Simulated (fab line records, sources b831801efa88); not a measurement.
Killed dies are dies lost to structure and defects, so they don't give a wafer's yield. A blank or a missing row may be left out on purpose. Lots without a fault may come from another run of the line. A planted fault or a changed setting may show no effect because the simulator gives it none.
Which tool did it? | flow gf180mcu | 11 lots, 33 wafers sampled, at 2 steps of a route of 602

WHAT THE GAUGES READ, wafer by wafer
GF_V1_RS_MEAS_24: measures by four-point-probe.
lot  | measured     | on            | V1_W_RS (ohm/sq)
L646 | day 18 03:10 | film_metro-04 | 0.331 0.331 0.323
L647 | day 18 09:06 | film_metro-02 | 0.331 0.332 0.321
L648 | day 18 23:17 | film_metro-02 | 0.319 0.326 0.327
L649 | day 19 15:29 | film_metro-04 | 0.335 0.325 0.321
L659 | day 23 05:01 | film_metro-04 | 0.465 0.327 0.327
L660 | day 23 09:35 | film_metro-02 | 0.329 0.329 0.330
L662 | day 24 05:39 | film_metro-02 | 0.312 0.317 0.312
L664 | day 24 16:10 | film_metro-03 | 0.313 0.321 0.318
L667 | day 25 18:58 | film_metro-04 | 0.315 0.318 0.316
L668 | day 25 22:58 | film_metro-02 | 0.331 0.333 0.329
L669 | day 26 03:45 | film_metro-03 | 0.314 0.313 0.317

WHICH TOOL RAN EACH LOT (tool, then ch and the chambers of the sampled wafers, then the start)
lot  | GF_V1_CVD_23
L646 | cvd_w-02 ch 0,1, day 18 03:02
L647 | cvd_w-01 ch 0,1, day 18 08:59
L648 | cvd_w-02 ch 0,1, day 18 23:11
L649 | cvd_w-01 ch 0,1, day 19 15:23
L659 | cvd_w-02 ch 0,1, day 23 04:55
L660 | cvd_w-01 ch 0, day 23 09:28
L662 | cvd_w-01 ch 0,1, day 24 05:32
L664 | cvd_w-01 ch 0,1, day 24 16:03
L667 | cvd_w-01 ch 0,1, day 25 18:50
L668 | cvd_w-02 ch 0,1, day 25 22:50
L669 | cvd_w-01 ch 0,1, day 26 03:37
- GF_V1_CVD_23: deposits W, target thk 350 nm, time 105.05 s.

THE ANSWER, worked out from the rows above alone
Rule: what is usual is taken from the lots themselves. Put in order of their means at a reading, lots are off if they are a third of the lots or fewer, leave a main group of 4 or more, and stand apart from it by a gap of 3 or more times the standard deviation of the main group's means; of several such gaps the widest counts. A main group whose means are all the same, to the digits that the tables above print for the reading, isn't used. A lot without any number at a reading at which 4 lots or more have one is off too. The other lots that the step has rows for count as sound.
Off: L659, at GF_V1_RS_MEAS_24 (V1_W_RS). The main group: mean 0.323 ohm/sq, standard deviation 0.0064.
A tool fits if, at a process step before that reading, it ran every lot that is off, and no sound lot after the first of them. The gauges at GF_V1_RS_MEAS_24 are tried like those tools. None of those tried fits.

WHAT THE SIMULATOR HAD PUT IN
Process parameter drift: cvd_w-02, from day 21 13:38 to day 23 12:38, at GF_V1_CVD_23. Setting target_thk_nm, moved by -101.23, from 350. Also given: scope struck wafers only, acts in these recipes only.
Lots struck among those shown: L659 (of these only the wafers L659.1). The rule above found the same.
